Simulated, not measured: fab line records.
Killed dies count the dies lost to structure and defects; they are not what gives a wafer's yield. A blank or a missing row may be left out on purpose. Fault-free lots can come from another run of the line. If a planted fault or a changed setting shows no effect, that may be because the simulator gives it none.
8D (eight disciplines) problem report, filled in by code || flow sfq-line || the parts of the form that need people (team, actions taken, sign-off) are left out

== 1. WHAT IS WRONG ==
Across 5 wafers from 2 lots, JJ_NB_RS at SFQ_JJ_RS_MEAS_929 averages 1.885 ohm/sq, while fault-free wafers read 1.051 ohm/sq with a standard deviation of 0.0091. That puts it +92 standard deviations away from the usual mean.
The step: measures by four-point-probe.
First seen on wafer L355.5, day 59 11:40, on film-metro-01. Wafers with a number at this step in the record: 41, from 14 lots. Rule for "out", or "out of limits": more than 4 standard deviations from the usual mean. All remaining wafers that have a number are taken as sound.

== 2. WHAT IT IS; WHAT IT IS NOT ==
{"question": "which readings at this step", "is": "JJ_NB_RS", "is not": "-"}
{"question": "which lots", "is": "L355, L359", "is not": "L347, L349, L350, L352, L361, L362, L363, L365, L366, L367, L369, L370"}
{"question": "which wafers of those lots", "is": "all that have a number", "is not": "-"}
{"question": "read on which gauges", "is": "film-metro-01, film-metro-04", "is not": "film-metro-03"}
{"question": "when", "is": "from day 59 11:40", "is not": "up to then (12 sound wafers); but 24 sound wafers of L361, L362, L363, L365, L366, L367, L369, L370 came after"}

== 3. THE SUSPECTS, EACH WITH WHAT RULES IT OUT ==
Counting: a tool at any process step up to the reading remains a suspect when it ran all the lots that are out and ran no sound lot after the first of those.
- ruled out: the gauge at SFQ_JJ_RS_MEAS_929. Those wafers that are out were read across 2 gauges (film-metro-01, film-metro-04).
- rie-metal-04 at SFQ_TRILAYER_M3_STRIP_STRIP_079 (strips in O2): ruled out as a lasting fault. Sound lots L361, L369 ran on it after its first lot that is out, L355 (day 46 22:37).
- pvd-sputter-05 at SFQ_TRILAYER_JJ_TRILAYER_DEP_SPUTTER_112 (material Nb, target thk 170 nm, time 113.3 s): ruled out as a lasting fault. Sound lots L362, L363, L367, L369 ran on it after its first lot that is out, L355 (day 59 11:32).
Left after counting: nothing in the record.

== 4. THE CAUSE (what the simulator had put in) ==
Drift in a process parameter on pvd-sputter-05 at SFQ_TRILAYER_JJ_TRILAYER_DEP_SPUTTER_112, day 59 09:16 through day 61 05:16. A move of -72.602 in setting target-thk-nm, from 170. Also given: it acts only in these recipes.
Counting ruled it out, wrongly: the rule takes a fault to strike every lot that its tool runs from its start on, and this one did not.

== 5. THE EFFECT CHAIN, in route order ==
Rows list readings where the struck wafers' mean (over those with a number) sits beyond 3 standard deviations from the usual. Only readings whose record carries a usual standard deviation are examined. hours: median over the lots of the time between each lot's start at the first step of this table that gives one and its start at this step. sigmas: the change, counted in usual standard deviations.
{"hours": 0, "step": "SFQ_JJ_RS_MEAS_929", "reading": "JJ_NB_RS", "usual": "1.051 ohm/sq", "on struck wafers": 1.885, "change": "+0.834", "sigmas": "+92"}
{"hours": 29, "step": "SFQ_TRILAYER_JJ_CE_ETCH_RIE_118", "reading": "oes-product-au", "usual": "0.985 a.u.", "on struck wafers": 0.728, "change": -0.257, "sigmas": -49}
Its process steps:
- SFQ_TRILAYER_JJ_CE_ETCH_RIE_118: chemistry SF6, target Nb, stops on Al2O3, time 97.7 s, target depth 170 nm.
Later measuring or inspecting steps at which every struck wafer that the step has a row for has a number for every such reading, and none has moved that far: SFQ_I5_OVL_MEAS_936.

== 6. WHAT WOULD HAVE CAUGHT IT SOONER ==
In this record the first reading out of limits at a measuring or inspecting step was taken at day 59 11:40, 2 hours after the fault began at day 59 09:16.
An alarm limit of 4 standard deviations would not have fired on the tool readings at SFQ_TRILAYER_JJ_TRILAYER_DEP_SPUTTER_112 for which the record gives a usual standard deviation, since none of them was out on any struck wafer.
